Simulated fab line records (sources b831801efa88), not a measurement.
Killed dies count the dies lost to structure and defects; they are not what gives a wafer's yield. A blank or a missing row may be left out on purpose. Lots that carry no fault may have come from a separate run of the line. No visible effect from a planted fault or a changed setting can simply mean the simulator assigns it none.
Matching of chambers / flow gf180mcu / GF_V4_CMP_26 on cmp-01 has 4 sister chambers
The step polishes, stops on SiO2, t overpolish 15 s, target thk 0 nm. 8 wafers are shown with their chamber, then 8 later ones without.

== EACH WAFER AND ITS CHAMBER ==
wafer=L219.2; chamber=3; motor_current_A (A)=10.4; time_to_endpoint_s (s)=85
wafer=L219.4; chamber=0; motor_current_A (A)=10.7; time_to_endpoint_s (s)=90
wafer=L226.3; chamber=2; motor_current_A (A)=10.5; time_to_endpoint_s (s)=84
wafer=L226.5; chamber=1; motor_current_A (A)=8.9; time_to_endpoint_s (s)=81
wafer=L229.2; chamber=3; motor_current_A (A)=10.4; time_to_endpoint_s (s)=85
wafer=L229.3; chamber=0; motor_current_A (A)=10.8; time_to_endpoint_s (s)=92
wafer=L229.5; chamber=2; motor_current_A (A)=10.0; time_to_endpoint_s (s)=89
wafer=L232.1; chamber=1; motor_current_A (A)=9.7; time_to_endpoint_s (s)=90

== WAFERS WHOSE CHAMBER IS MISSING ==
wafer=L232.3; motor_current_A (A)=10.6; time_to_endpoint_s (s)=85
wafer=L232.6; motor_current_A (A)=10.3; time_to_endpoint_s (s)=95
wafer=L233.1; motor_current_A (A)=10.8; time_to_endpoint_s (s)=90
wafer=L233.3; motor_current_A (A)=10.3; time_to_endpoint_s (s)=90
wafer=L233.6; motor_current_A (A)=10.2; time_to_endpoint_s (s)=94
wafer=L235.1; motor_current_A (A)=11.1; time_to_endpoint_s (s)=83
wafer=L235.4; motor_current_A (A)=9.9; time_to_endpoint_s (s)=90
wafer=L235.6; motor_current_A (A)=9.0; time_to_endpoint_s (s)=87

== WHICH CHAMBER EACH ONE RAN IN ==
wafer=L232.3; from the rows above=can't be placed: 3 or 2 or 0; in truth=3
wafer=L232.6; from the rows above=can't be placed: 0 or 2 or 3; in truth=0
wafer=L233.1; from the rows above=can't be placed: 0 or 3 or 2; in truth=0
wafer=L233.3; from the rows above=can't be placed: 2 or 0 or 3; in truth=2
wafer=L233.6; from the rows above=can't be placed: 0 or 2 or 3 or 1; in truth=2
wafer=L235.1; from the rows above=can't be placed: 3 or 0 or 2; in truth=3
wafer=L235.4; from the rows above=can't be placed: 2 or 3 or 1 or 0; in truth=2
wafer=L235.6; from the rows above=1; in truth=1
Correctly placed: 1 of 8. Cannot be placed on the basis of these rows: 7; the candidates contain the true chamber in 7. 0 placed wrongly.
How it was worked out, from the rows above alone: a wafer's distance from a chamber is the root of the sum, over the readings, of the square of ((its reading less the chamber's mean) divided by the reading's scatter). If the next closest chamber is less than 2 further off than the closest, the wafer can't be placed; otherwise it belongs to the closest. A chamber's mean is the mean of its shown wafers. The scatter: the root of (the sum of the squares of (reading less its chamber's mean) over the shown wafers, divided by (wafers less chambers)).
